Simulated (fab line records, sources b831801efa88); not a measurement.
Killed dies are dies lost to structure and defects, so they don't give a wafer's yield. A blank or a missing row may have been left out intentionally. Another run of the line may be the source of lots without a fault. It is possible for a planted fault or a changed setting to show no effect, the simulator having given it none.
Chamber matching    flow sky130    SKY_FIELD_ISO_ETCH_17 on rie_si-01: 4 sister chambers
The step etches Si in HBr/Cl2/O2, target depth 342 nm, time 97.7 s. 16 wafers are shown with their chamber, then 8 later ones without.

WAFERS PAIRED WITH THEIR CHAMBERS
wafer   chamber  drypump_motor_current_A (A)  run_length_s (s)  oes_product_au (a.u.)
L965.2  0        5.2                          125.8             1.009
L965.5  1        5.9                          126.9             0.993
L965.6  0        5.2                          125.9             1.001
L966.2  2        5.0                          126.0             0.994
L966.3  0        5.2                          125.7             1.012
L966.6  1        5.9                          126.7             1.005
L979.3  3        5.6                          126.3             0.997
L979.4  2        5.0                          126.0             0.987
L979.5  1        5.9                          126.6             1.012
L980.2  0        5.2                          125.8             1.008
L980.3  1        5.9                          126.7             1.011
L980.4  2        5.0                          125.5             1.001
L982.4  3        5.6                          126.1             1.008
L982.5  3        5.5                          126.4             0.990
L982.6  2        4.9                          125.8             0.998
L984.3  1        5.9                          126.6             1.014

SIGNATURES (means of the wafers above)
reading                  chamber 0  chamber 1  chamber 2  chamber 3  scatter within a chamber
drypump_motor_current_A  5.200      5.900      4.975      5.567      0.0344
run_length_s             125.800    126.700    125.825    126.267    0.157
oes_product_au           1.00750    1.00700    0.99500    0.99833    0.00724
Rule: for each reading, subtract the chamber's mean from the wafer's reading, divide by that reading's scatter and square the result; add these up over the readings and take the root, which gives the wafer's distance from the chamber. If the next closest chamber is less than 2 further off than the closest, the wafer can't be placed; otherwise it belongs to the closest. The scatter is the square root of a quotient: the sum, over the shown wafers, of each reading's squared deviation from its chamber's mean, divided by wafers minus chambers.

WAFERS WHOSE CHAMBER IS MISSING
wafer   drypump_motor_current_A (A)  run_length_s (s)  oes_product_au (a.u.)
L984.4  5.6                          126.6             1.003
L984.5  5.6                          126.2             1.003
L986.2  5.6                          126.2             1.008
L986.3  5.9                          126.8             1.008
L986.6  5.0                          125.6             1.001
L987.4  5.5                          126.4             1.007
L987.5  5.6                          126.1             1.007
L987.6  5.2                          125.7             1.007

WHICH CHAMBER EACH ONE RAN IN
wafer   from the rows above  in truth
L984.4  3                    3
L984.5  3                    3
L986.2  3                    3
L986.3  1                    1
L986.6  2                    2
L987.4  3                    3
L987.5  3                    3
L987.6  0                    0
8 of 8 placed correctly. Number that these rows cannot place: 0. Wrongly placed: 0.
